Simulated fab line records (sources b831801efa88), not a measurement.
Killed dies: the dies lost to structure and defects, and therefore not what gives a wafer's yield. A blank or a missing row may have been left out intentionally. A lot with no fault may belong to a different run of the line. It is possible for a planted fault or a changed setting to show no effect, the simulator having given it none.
A single fault, viewed from 2 desks	flow gf180mcu	what lay behind the numbers comes last; until then each desk has only its own

== FROM THE METROLOGY DESK ==
Means of the sampled wafers that have a number, per lot and without regard to the tool the lot ran on: this is what the gauges read. If a lot's mean is further than 4 standard deviations from the usual mean, the lot is out of limits and carries the mark OUT (the distance appears in the brackets).
Columns: A = POLY_GATE_CVD_00_THK at GF_POLY_GATE_THK_MEAS_01, usual 199.6 nm; B = NSD_TW at GF_NSD_TW_MEAS_12, usual 4260
lot	first seen here	A	B
L729	day 9 08:06	199.9	4260
L730	day 9 15:29	199.8	4250
L731	day 9 18:49	201.8	4307
L734	day 10 18:40	200.9	4317
L736	day 11 11:56	197.4	4267
L739	day 12 03:38	201.4	4246
L740	day 12 16:55	197.3	4201
L741	day 12 20:44	164.6 (-15) OUT	4215
L742	day 13 06:51	168.6 (-13) OUT	4311
L744	day 13 20:00	167.4 (-14) OUT	4253
L748	day 14 23:24	196.2	4286
This desk's finding: out of limits on L741, L742, L744; first on L741, day 12 20:44 (POLY_GATE_CVD_00_THK at GF_POLY_GATE_THK_MEAS_01). In limits: L729, L730, L731, L734, L736, L739, L740, L748.

== TOOL OWNER'S DESK, lpcvd-01 ==
The tool's own readings at GF_POLY_GATE_CVD_00 (deposits poly-Si, target thk 200 nm, time 1200 s): means of the sampled wafers that have a number, for each lot that ran on this tool. If a lot's mean is further than 4 standard deviations from the usual mean, the lot is out of limits and carries the mark OUT (the distance appears in the brackets).
Columns: A = spike tc centre C at GF_POLY_GATE_CVD_00, usual 620.7 C; B = spike tc lower C at GF_POLY_GATE_CVD_00, usual 620.1 C; C = spike tc top C at GF_POLY_GATE_CVD_00, usual 638.8 C; D = spike tc upper C at GF_POLY_GATE_CVD_00, usual 619.3 C; E = zone power upper pct at GF_POLY_GATE_CVD_00, usual 9.0 %
lot	first seen here	A	B	C	D	E
L729	day 9 06:43	621.3	620.1	637.3	619.4	8.3
L730	day 9 14:07	621.3	620.2	639.6	620.7	8.9
L736	day 11 10:35	620.8	619.7	637.5	618.7	8.2
L740	day 12 14:55	621.2	621.1	636.5	619.7	8.2
L741	day 12 19:24	615.1	611.8 (-7.5) OUT	631.9 (-4.0) OUT	611.4 (-7.2) OUT	8.6
L742	day 13 05:29	615.2	612.0 (-7.4) OUT	633.4	611.6 (-7.0) OUT	8.6
L744	day 13 18:40	613.0 (-5.1) OUT	611.8 (-7.6) OUT	630.1 (-5.1) OUT	611.6 (-7.0) OUT	8.0
This desk's finding: out of limits on L741, L742, L744; first on L741, day 12 19:24 (spike tc lower C at GF_POLY_GATE_CVD_00). In limits: L729, L730, L736, L740.

== PUT TOGETHER ==
The tool owner's desk could have raised an alarm at day 12 19:24, on L741, L742, L744.
The metrology desk could have raised an alarm at day 12 20:44, on L741, L742, L744.
Of the lots named, all ran GF_POLY_GATE_CVD_00 on lpcvd-01.

== WHAT WAS PUT IN BY THE SIMULATOR ==
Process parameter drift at GF_POLY_GATE_CVD_00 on lpcvd-01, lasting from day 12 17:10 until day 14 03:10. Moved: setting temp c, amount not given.
Shown lots that were struck: L741, L742, L744.
Fault start to first reading out of limits, in hours, per desk: tool owner, 2; metrology, 4.
